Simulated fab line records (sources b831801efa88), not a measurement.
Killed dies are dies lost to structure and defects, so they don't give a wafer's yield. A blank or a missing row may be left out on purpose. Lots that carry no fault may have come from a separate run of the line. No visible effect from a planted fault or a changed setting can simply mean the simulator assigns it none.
fab line records	flow sky130
record: lots: 7	wafers: 19	last-day: 50
route steps=708 shown CAP2M@620 METAL4@621 PAD_OPEN@708
lots with no fault: from the same line, run without faults
start-h: start of the lot's first displayed wafer, in hours after the record's first day	wait-h: how many hours have passed since the lot's step before this one	" repeats the value in the row above	L1.1+2: a row that stands for several wafers	- no value present, or no start provided	* or withheld: withheld	< > ~ a bound
route shown NAME@n: NAME is a module with steps in the file, n the number in the route of the first one	usual: mean and standard deviation over wafers with no fault	same: alike in all rows	chamber/n: place in a boat	sites: the reading at each site	_std_site: the values' standard deviation	_edge_site: inner sites' mean taken away from outer sites' mean	radius-mm: how far each site lies from the wafer's centre	mask NAME#n: copy n	behind: tool/chamber where the wafer was last shaped	hold: cause of the lot's hold/its duration in hours/its outcome	device: which transistor (n, p or np) failed to switch	end of line: the route-end tests of the same wafers	where a step has no rows: the recipe by itself	killed: dies lost to structure and defects at the first sort, not the wafer's yield	map: per-die view of a wafer (x killed, . not killed, _ where there is no die)
set.NAME: the setting as run; set.NAME@STEP: as run at that earlier step	model.NAME: the simulator's own value behind a step, which no gauge read
lots at selected steps of the route; one table per step, one row per wafer
services: from which hour (start-h, from the record's first day; less than 0 if before it) a tool's chamber was out of use, for how many hours, and why
== steps ==
step: SKY_CAP2M_CLEAN_17
recipe: chemistry: O3/DIW	dry: n2-spin
step: SKY_METAL4_DEHYDRATE_05
recipe: temp-c: 200	time-s: 60
step: SKY_METAL4_HMDS_06
recipe: prime-time-s: 60	prime-temp-c: 120
step: SKY_METAL4_COAT_07
recipe: resist: BARC	temp-c: withheld	time-s: withheld	spin-rpm: 3000	resist-thk-nm: 60
step: SKY_METAL4_COAT_08
recipe: resist: KrF-thick	spin-rpm: 3000	resist-thk-nm: 1140
step: SKY_METAL4_SOFTBAKE_09
recipe: temp-c: 100	time-s: 90	resist: KrF-thick
step: SKY_METAL4_EXPOSE_10
recipe: mask-id: MM4	na: 0.68	source-shape: annular	sigma-inner: 0.4	sigma-outer: 0.8	target-cd-nm: 300	dose-mj: 28
step: SKY_METAL4_PEB_11
recipe: peb-temp-c: withheld	peb-time-s: withheld	resist: KrF-thick
step: SKY_METAL4_DEVELOP_12
recipe: develop-time-s: 60	resist: KrF-thick	dev-temp-c: 21
step: SKY_METAL4_CD_MEAS_13
recipe: target-cd-nm: 300
usual: cd-nm: 300.1/1.4
lot.wafer	tool	chamber	start-h	wait-h	cd-nm
L258.2	cd-sem-02	-	1001.68	-	300.0
L258.4	"	-	"	"	301.5
L258.6	"	-	"	"	301.9
L260.1	cd-sem-02	-	1013.92	-	300.7
L260.6	"	-	"	"	300.4
L262.1	cd-sem-02	-	1032.52	-	301.4
L262.5	"	-	"	"	300.3
L263.1	cd-sem-01	-	1044.02	-	297.4
L263.2	"	-	"	"	298.5
L263.3	"	-	"	"	298.2
L274.1	cd-sem-01	-	1108.21	-	298.4
L274.2	"	-	"	"	298.1
L274.5	"	-	"	"	298.9
L276.3	cd-sem-01	-	1134.48	-	299.8
L276.4	"	-	"	"	299.1
L276.5	"	-	"	"	299.5
L278.2	cd-sem-01	-	1135.10	-	301.4
L278.4	"	-	"	"	300.6
L278.5	"	-	"	"	300.6
step: SKY_METAL4_OVL_MEAS_14
usual: METAL4_OVL: 1/5.6
lot.wafer	tool	chamber	start-h	wait-h	METAL4_OVL[nm]
L258.2	overlay-01	-	1001.79	0.1	1
L258.4	"	-	"	"	-3
L258.6	"	-	"	"	-1
L260.1	overlay-02	-	1014.04	0.1	6
L260.6	"	-	"	"	-2
L262.1	overlay-02	-	1032.64	0.1	2
L262.5	"	-	"	"	8
L263.1	overlay-02	-	1044.14	0.1	5
L263.2	"	-	"	"	-2
L263.3	"	-	"	"	-5
L274.1	overlay-01	-	1108.33	0.1	11
L274.2	"	-	"	"	17
L274.5	"	-	"	"	7
L276.3	overlay-02	-	1134.57	0.1	-3
L276.4	"	-	"	"	0
L276.5	"	-	"	"	0
L278.2	overlay-01	-	1135.21	0.1	-8
L278.4	"	-	"	"	-3
L278.5	"	-	"	"	2
step: SKY_METAL4_DESCUM_15
recipe: chemistry: O2	source-power-w: 150	bias-power-w: 0	pressure-mtorr: 10	temp-c: 40	time-s: 8
usual: drypump-motor-current-A: 5.7/0.32	oes-product-au: 1.004/0.011	rf-fwd-power-W: 147.1/0.73
lot.wafer	tool	chamber	start-h	wait-h	drypump-motor-current-A	oes-product-au	rf-fwd-power-W	rf-hours-counter-h
L258.2	rie-metal-01	0	1001.82	0.0	5.7	0.995	147.2	15
L258.4	"	0	"	"	5.7	0.996	147.7	-
L258.6	"	1	"	"	5.9	1.022	147.9	-
L260.1	rie-metal-01	0	1014.07	0.0	5.7	0.996	147.9	15
L260.6	"	0	"	"	5.7	1.007	147.0	-
L262.1	rie-metal-01	1	1032.67	0.0	5.9	1.022	148.2	19
L262.5	"	0	"	"	5.7	1.005	146.1	-
L263.1	rie-metal-01	1	1044.17	0.0	5.9	1.021	147.2	20
L263.2	"	0	"	"	5.7	0.996	147.4	17
L263.3	"	0	"	"	5.7	1.011	147.3	-
L274.1	rie-metal-04	0	1108.37	0.0	5.4	1.007	146.3	24
L274.2	"	1	"	"	5.2	0.994	146.2	19
L274.5	"	1	"	"	5.2	0.996	146.2	-
L276.3	rie-metal-01	1	1134.60	0.0	5.9	1.023	147.6	-
L276.4	"	0	"	"	5.7	1.010	147.5	-
L276.5	"	1	"	"	5.9	1.011	147.8	-
L278.2	rie-metal-03	1	1135.24	0.0	6.3	0.991	147.5	22
L278.4	"	0	"	"	5.5	0.995	147.4	-
L278.5	"	0	"	"	5.5	0.999	147.6	-
step: SKY_METAL4_ETCH_16
recipe: chemistry: N2/H2	target: BARC	ion-energy-ev: 200	bias-w: 100	pressure-mtorr: 30	n2-flow-sccm: 100	h2-flow-sccm: 200	icp-w: 500	stop-on: SiO2	time-s: 88.2	target-depth-a: 600
usual: drypump-motor-current-A: 5.7/0.32	h2-flow-sccm: 200.0/0.64	oes-product-au: 0.625/0.0046	rf-fwd-power-W: 497.0/1.6	throttle-valve-pct: 13.205/0.0075
lot.wafer	tool	chamber	start-h	wait-h	drypump-motor-current-A	h2-flow-sccm	oes-product-au	rf-fwd-power-W	rf-hours-counter-h	throttle-valve-pct	model.KrF-thick_of_METAL4_COAT_08.thk-nm	model.METAL4.cd-nm
L258.2	rie-metal-01	0	1001.85	0.0	5.7	199.9	0.629	499.4	15	13.220	1075	301.5
L258.4	"	0	"	"	5.7	200.2	0.626	499.1	-	13.215	1074	302.2
L258.6	"	1	"	"	5.9	199.4	0.632	498.0	-	13.205	1077	302.4
L260.1	rie-metal-01	0	1014.10	0.0	5.7	199.2	0.622	497.6	15	13.216	1086	305.5
L260.6	"	0	"	"	5.7	199.8	0.628	498.8	-	13.187	1082	305.2
L262.1	rie-metal-01	1	1032.70	0.0	5.9	200.9	0.627	497.4	19	13.194	1091	304.7
L262.5	"	0	"	"	5.7	199.1	0.617	499.2	-	13.198	1079	301.8
L263.1	rie-metal-01	1	1044.20	0.0	5.9	200.2	0.623	497.5	20	13.206	1083	300.8
L263.2	"	0	"	"	5.7	200.0	0.619	496.7	17	13.198	1072	299.5
L263.3	"	0	"	"	5.7	199.4	0.616	498.3	-	13.204	1077	298.1
L274.1	rie-metal-04	0	1108.40	0.0	5.5	200.7	0.627	498.2	24	13.206	1076	297
L274.2	"	1	"	"	5.2	200.3	0.633	500.2	19	13.208	1073	298.9
L274.5	"	1	"	"	5.2	200.4	0.618	497.7	-	13.197	1076	300.3
L276.3	rie-metal-01	1	1134.66	0.0	5.9	200.0	0.624	499.4	-	13.197	1072	299.7
L276.4	"	0	"	"	5.7	199.3	0.618	496.2	-	13.199	1072	300.6
L276.5	"	1	"	"	5.9	199.7	0.629	497.0	-	13.217	1075	300.1
L278.2	rie-metal-03	1	1135.27	0.0	6.3	200.2	0.623	496.8	22	13.196	1070	300.6
L278.4	"	0	"	"	5.5	198.5	0.623	497.4	-	13.212	1067	298.7
L278.5	"	0	"	"	5.5	198.7	0.619	496.9	-	13.193	1068	298.8
step: SKY_METAL4_ETCH_17
recipe: target: SiO2	stop-on: TiN	chemistry: C4F8/O2/Ar	source-w: 1500	bias-w: 1200	pressure-mtorr: 40	c4f8-flow-sccm: withheld	O2_flow_sccm: 6	Ar_flow_sccm: 300	time-s: 3.9	target-depth-a: 150
usual: oes-product-au: 0.752/0.0076	rf-fwd-power-W: 1470/5.6
lot.wafer	tool	chamber	start-h	wait-h	oes-product-au	rf-fwd-power-W	rf-hours-counter-h	model.METAL4.cd-nm
L258.2	rie-diel-02	3	1001.95	0.1	0.753	1471	12	301.6
L258.4	"	2	"	"	0.759	1473	29	302.2
L258.6	"	3	"	"	0.759	1468	-	302.3
L260.1	rie-diel-02	3	1014.20	0.1	0.749	1471	13	305.5
L260.6	"	0	"	"	0.754	1468	-	305.3
L262.1	rie-diel-04	0	1032.80	0.1	0.741	1467	7	304.7
L262.5	"	0	"	"	0.749	1458	-	301.7
L263.1	rie-diel-03	3	1044.30	0.1	0.754	1471	3	300.9
L263.2	"	1	"	"	0.758	1478	10	299.4
L263.3	"	0	"	"	0.750	1474	5	298.1
L274.1	rie-diel-04	1	1108.50	0.1	0.745	1469	15	297
L274.2	"	0	"	"	0.747	1466	10	298.9
L274.5	"	2	"	"	0.749	1460	-	300.3
L276.3	rie-diel-02	2	1134.72	0.0	0.750	1472	1	299.6
L276.4	"	1	"	"	0.746	1473	30	300.6
L276.5	"	1	"	"	0.754	1469	-	300.2
L278.2	rie-diel-03	2	1135.37	0.1	0.753	1466	27	300.7
L278.4	"	0	"	"	0.752	1473	9	298.7
L278.5	"	1	"	"	0.749	1479	-	298.7
step: SKY_METAL4_METAL_ETCH_18
recipe: target-depth-a: 8450	stop-on: SiO2	over-etch-frac: 0.3	time-s: 183.1	chemistry: Cl2/BCl3	resist-sidewall-deg: 88	pressure-mtorr: 10	icp-w: 900	bias-w: 48.5	Cl2_flow_sccm: 60	bcl3-flow-sccm: 30
usual: drypump-motor-current-A: 5.6/0.36	oes-product-au: 0.865/0.0061	rf-fwd-power-W: 896.9/2.6	throttle-valve-pct: 22.264/0.0091
lot.wafer	tool	chamber	start-h	wait-h	drypump-motor-current-A	oes-product-au	rf-fwd-power-W	rf-hours-counter-h	throttle-valve-pct
L258.2	rie-metal-04	0	1001.97	0.0	5.5	0.866	898.9	17	22.256
L258.4	"	0	"	"	5.5	0.873	896.9	-	22.261
L258.6	"	1	"	"	5.2	0.871	895.3	-	22.265
L260.1	rie-metal-04	0	1014.22	0.0	5.5	0.875	899.5	18	22.257
L260.6	"	0	"	"	5.5	0.877	902.1	-	22.261
L262.1	rie-metal-04	1	1032.82	0.0	5.2	0.869	895.5	14	22.260
L262.5	"	1	"	"	5.2	0.861	897.7	-	22.275
L263.1	rie-metal-04	0	1044.32	0.0	5.5	0.867	896.2	20	22.272
L263.2	"	1	"	"	5.2	0.868	896.0	15	22.263
L263.3	"	0	"	"	5.5	0.869	898.1	-	22.265
L274.1	rie-metal-01	1	1108.52	0.0	5.8	0.872	897.6	24	22.267
L274.2	"	0	"	"	5.7	0.860	896.4	21	22.271
L274.5	"	0	"	"	5.7	0.868	897.8	-	22.276
L276.3	rie-metal-03	1	1134.80	0.1	6.3	0.862	897.3	-	22.264
L276.4	"	0	"	"	5.5	0.862	901.4	-	22.267
L276.5	"	1	"	"	6.3	0.863	896.3	-	22.253
L278.2	rie-metal-04	1	1135.39	0.0	5.2	0.858	895.2	22	22.259
L278.4	"	1	"	"	5.2	0.859	900.2	-	22.262
L278.5	"	0	"	"	5.4	0.871	900.5	-	22.260
step: SKY_PAD_OPEN_PROBE_99
usual: defect-limited-yield: 82.3/1.8	killed_at_M0_to_M3: 43/6	killed_at_M4_up: 3.2/1.9	killed-at-contacts: 25/5.4	killed-at-front-end: 15/4.5	killed-at-other: 0.3/0.59	killed-dies: 87/8.7	killed-open: 47/6.7	killed-short: 39/5.7	sort_bin_3_pad_short: 0.9/0.43	sort_bin_5_function: 10.4/1.4	sort_bin_6_memory: 6.4/1.2	sort-n-pass: 405/8.7	sort-yield-pct: 82.3/1.8
same: gross-dies: 492	killed-at-back-side: 0	sort_bin_4_leakage[%]: 0	sort_bin_8_speed[%]: 0
lot.wafer	tool	chamber	start-h	wait-h	defect-limited-yield[%]	killed_at_M0_to_M3	killed_at_M4_up	killed-at-contacts	killed-at-front-end	killed-at-other	killed-dies	killed-open	killed-short	sort_bin_3_pad_short[%]	sort_bin_5_function[%]	sort_bin_6_memory[%]	sort-n-pass	sort-yield-pct[%]
L258.2	prober-01	-	1095.30	0.1	81.7	40	3	26	19	2	90	49	40	0.4	9.8	8.1	402	81.7
L258.4	prober-01	-	1095.40	0.2	81.1	36	4	38	14	1	93	44	48	1.4	8.9	8.5	399	81.1
L258.6	prober-01	-	1095.50	0.2	83.9	34	2	32	11	0	79	51	28	0.8	9.6	5.7	413	83.9
L260.1	prober-01	-	1106.27	0.1	82.9	48	3	19	14	0	84	44	40	0.2	9.8	7.1	408	82.9
L260.6	prober-01	-	1106.52	0.2	82.1	45	3	29	11	0	88	48	40	1.4	11.4	5.1	404	82.1
L262.1	prober-01	-	1120.64	0.1	82.7	50	0	24	11	0	85	45	40	1.2	9.6	6.5	407	82.7
L262.5	prober-01	-	1120.84	0.2	83.1	46	5	24	8	0	83	44	39	0.4	12.2	4.3	409	83.1
L263.1	prober-02	-	1133.24	0.1	81.5	45	7	24	14	1	91	56	35	0.4	10.6	7.5	401	81.5
L263.2	prober-02	-	1133.29	0.1	79.5	50	3	19	29	0	101	58	43	0.6	11.4	8.5	391	79.5
L263.3	prober-02	-	1133.34	0.2	80.9	47	2	30	15	0	94	49	45	1.4	9.3	8.3	398	80.9
L274.1	prober-01	-	1188.19	0.1	80.7	49	2	26	18	0	95	48	47	1.2	10.4	7.7	397	80.7
L274.2	prober-01	-	1188.24	0.1	78.5	58	5	18	25	0	106	56	50	1.2	14.0	6.3	386	78.5
L274.5	prober-01	-	1188.39	0.2	81.7	44	1	26	19	0	90	44	46	1.2	11.4	5.7	402	81.7
L276.3	prober-01	-	1208.69	0.2	83.9	40	2	29	8	0	79	52	27	1.0	9.6	5.5	413	83.9
L276.4	prober-01	-	1208.74	0.2	82.5	40	1	31	14	0	86	54	32	0.8	9.6	7.1	406	82.5
L276.5	prober-01	-	1208.79	0.2	78.9	52	1	36	14	1	104	50	54	1.6	11.4	8.1	388	78.9
L278.2	prober-01	-	1210.14	0.1	83.3	44	2	25	11	0	82	45	37	0.6	9.3	6.7	410	83.3
L278.4	prober-01	-	1210.24	0.2	84.1	38	4	23	13	0	78	45	33	1.4	9.3	5.1	414	84.1
L278.5	prober-01	-	1210.29	0.2	83.1	43	2	27	11	0	83	49	34	0.8	10.4	5.7	409	83.1
killed by level:class
L258.2 CONTACT:geometric-particle:open=8 LI_CONTACT:geometric-particle:open=7 VIA2:geometric-particle:open=7 VIA3:geometric-particle:open=7 FIELD_ISO:geometric-particle:open=6 LOCAL_INTERCONNECT:geometric-particle:short=6 VIA1:geometric-particle:open=6 FIELD_ISO:geometric-particle:short=5
L258.4 CONTACT:geometric-particle:open=19 VIA1:geometric-particle:open=10 LI_CONTACT:geometric-particle:short=8 CONTACT:geometric-particle:short=6 VIA1:geometric-particle:short=6 VIA3:geometric-particle:short=5 FIELD_ISO:geometric-particle:short=4 FIELD_ISO:geometric-particle:open=4
L258.6 CONTACT:geometric-particle:open=13 VIA1:geometric-particle:open=9 LI_CONTACT:geometric-particle:open=8 CONTACT:geometric-particle:short=6 METAL2:geometric-particle:short=6 VIA2:geometric-particle:open=4 VIA3:geometric-particle:open=4 FIELD_ISO:geometric-particle:open=3
L260.1 VIA3:geometric-particle:open=11 CONTACT:geometric-particle:open=8 METAL1:geometric-particle:short=6 VIA3:geometric-particle:short=6 FIELD_ISO:geometric-particle:open=5 POLY_GATE:geometric-particle:short=5 VIA1:geometric-particle:open=5 VIA1:geometric-particle:short=5
L260.6 LI_CONTACT:geometric-particle:open=11 VIA1:geometric-particle:open=10 VIA3:geometric-particle:open=9 VIA1:geometric-particle:short=7 CONTACT:geometric-particle:open=6 CONTACT:geometric-particle:short=5 METAL3:geometric-particle:short=5 LOCAL_INTERCONNECT:geometric-particle:short=4
L262.1 VIA1:geometric-particle:open=12 CONTACT:geometric-particle:open=10 VIA2:geometric-particle:open=8 METAL1:geometric-particle:short=7 VIA1:geometric-particle:short=7 LI_CONTACT:geometric-particle:open=5 CONTACT:geometric-particle:short=4 VIA3:geometric-particle:short=4
L262.5 VIA1:geometric-particle:open=10 VIA3:geometric-particle:open=9 LI_CONTACT:geometric-particle:open=8 CONTACT:geometric-particle:short=5 CONTACT:geometric-particle:open=5 METAL2:geometric-particle:short=5 POLY_GATE:geometric-particle:short=4 METAL1:geometric-particle:open=4
L263.1 VIA1:geometric-particle:open=15 LI_CONTACT:geometric-particle:open=8 CONTACT:geometric-particle:open=8 VIA2:geometric-particle:open=8 VIA3:geometric-particle:open=7 METAL1:geometric-particle:short=5 METAL4:geometric-particle:short=5 FIELD_ISO:geometric-particle:short=4
L263.2 VIA1:geometric-particle:open=9 VIA2:geometric-particle:open=9 FIELD_ISO:geometric-particle:short=8 LI_CONTACT:geometric-particle:open=7 CONTACT:geometric-particle:open=7 METAL2:geometric-particle:short=7 VIA3:geometric-particle:open=7 FIELD_ISO:geometric-particle:open=6
L263.3 VIA2:geometric-particle:open=10 LI_CONTACT:geometric-particle:open=8 METAL1:geometric-particle:short=8 VIA1:geometric-particle:open=8 LOCAL_INTERCONNECT:geometric-particle:short=7 CONTACT:geometric-particle:open=6 CONTACT:geometric-particle:short=6 FIELD_ISO:geometric-particle:open=4
L274.1 CONTACT:geometric-particle:open=15 VIA1:geometric-particle:open=11 FIELD_ISO:geometric-particle:short=8 LOCAL_INTERCONNECT:geometric-particle:short=6 METAL1:geometric-particle:short=6 VIA3:geometric-particle:open=6 METAL3:geometric-particle:short=6 VIA1:geometric-particle:short=5
L274.2 VIA1:geometric-particle:open=12 METAL1:geometric-particle:short=11 FIELD_ISO:geometric-particle:open=9 VIA1:geometric-particle:short=8 VIA3:geometric-particle:open=6 POLY_GATE:geometric-particle:short=5 POLY_GATE:geometric-particle:open=5 LI_CONTACT:geometric-particle:open=5
L274.5 VIA1:geometric-particle:open=12 CONTACT:geometric-particle:short=9 CONTACT:geometric-particle:open=7 VIA2:geometric-particle:open=7 VIA1:geometric-particle:short=7 POLY_GATE:geometric-particle:short=5 LI_CONTACT:geometric-particle:open=5 LOCAL_INTERCONNECT:geometric-particle:short=5
L276.3 CONTACT:geometric-particle:open=13 VIA2:geometric-particle:open=8 LI_CONTACT:geometric-particle:open=8 VIA3:geometric-particle:open=7 VIA1:geometric-particle:open=6 VIA1:geometric-particle:short=5 CONTACT:geometric-particle:short=4 LOCAL_INTERCONNECT:geometric-particle:short=3
L276.4 CONTACT:geometric-particle:open=13 VIA1:geometric-particle:open=12 LI_CONTACT:geometric-particle:open=8 VIA1:geometric-particle:short=8 FIELD_ISO:geometric-particle:short=4 POLY_GATE:geometric-particle:open=4 LOCAL_INTERCONNECT:geometric-particle:short=4 VIA2:geometric-particle:open=4
L276.5 METAL2:geometric-particle:short=12 LI_CONTACT:geometric-particle:open=11 CONTACT:geometric-particle:open=11 VIA3:geometric-particle:open=8 VIA1:geometric-particle:open=7 LOCAL_INTERCONNECT:geometric-particle:short=6 METAL3:geometric-particle:short=5 CONTACT:geometric-particle:short=5
L278.2 VIA1:geometric-particle:open=9 CONTACT:geometric-particle:open=7 VIA2:geometric-particle:open=6 CONTACT:geometric-particle:short=5 METAL2:geometric-particle:short=5 POLY_GATE:geometric-particle:open=4 LOCAL_INTERCONNECT:geometric-particle:open=4 LOCAL_INTERCONNECT:geometric-particle:short=4
L278.4 LI_CONTACT:geometric-particle:open=8 CONTACT:geometric-particle:open=7 VIA1:geometric-particle:open=6 VIA2:geometric-particle:open=6 CONTACT:geometric-particle:short=5 METAL2:geometric-particle:short=4 METAL1:geometric-particle:short=4 METAL1:geometric-particle:open=4
L278.5 VIA1:geometric-particle:open=12 CONTACT:geometric-particle:open=7 VIA3:geometric-particle:open=7 LI_CONTACT:geometric-particle:short=6 VIA2:geometric-particle:open=6 POLY_GATE:geometric-particle:open=5 LI_CONTACT:geometric-particle:open=5 CONTACT:geometric-particle:short=5
== services ==
tool	chamber	start-h	hours	kind
rie-metal-04	-	1023.55	2.8	pm
rie-diel-04	1	1024.82	17.9	repair
rie-diel-04	3	1034.18	5.4	repair
rie-diel-03	2	1039.15	12.6	repair
rie-diel-02	2	1046.22	-	clean
rie-diel-02	2	1046.22	23.2	scheduled-down
rie-diel-02	2	1046.22	23.2	vent-cycle
rie-diel-03	3	1068.70	7.0	repair
rie-diel-03	0	1080.12	2.6	repair
rie-metal-03	0	1082.60	-	clean
rie-metal-03	0	1082.60	16.9	scheduled-down
rie-metal-03	0	1082.60	16.9	vent-cycle
rie-diel-02	2	1089.08	32.1	repair
rie-diel-02	0	1102.04	13.7	repair
rie-diel-04	1	1134.87	22.6	repair
== key ==
first-sign none at tools or gauges
model-effect: step: SKY_METAL4_ETCH_16	value: KrF-thick_of_METAL4_COAT_08.thk-nm	without: 1074	struck: 1086
model-effect: step: SKY_METAL4_ETCH_17	value: METAL4.cd-nm	without: 300.2	struck: 304.1
met-at SKY_METAL4_ETCH_16
struck-wafers L260.1,L260.6,L262.1,L263.1
onset-between 1001.85 1014.10
fault: kind: process-parameter-drift	tool: rie-metal-01	chamber: -	onset-h: 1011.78	steps: SKY_METAL4_ETCH_16	channel: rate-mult	offset: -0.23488	shape: step	end-h: 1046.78	scope: struck-wafers-only
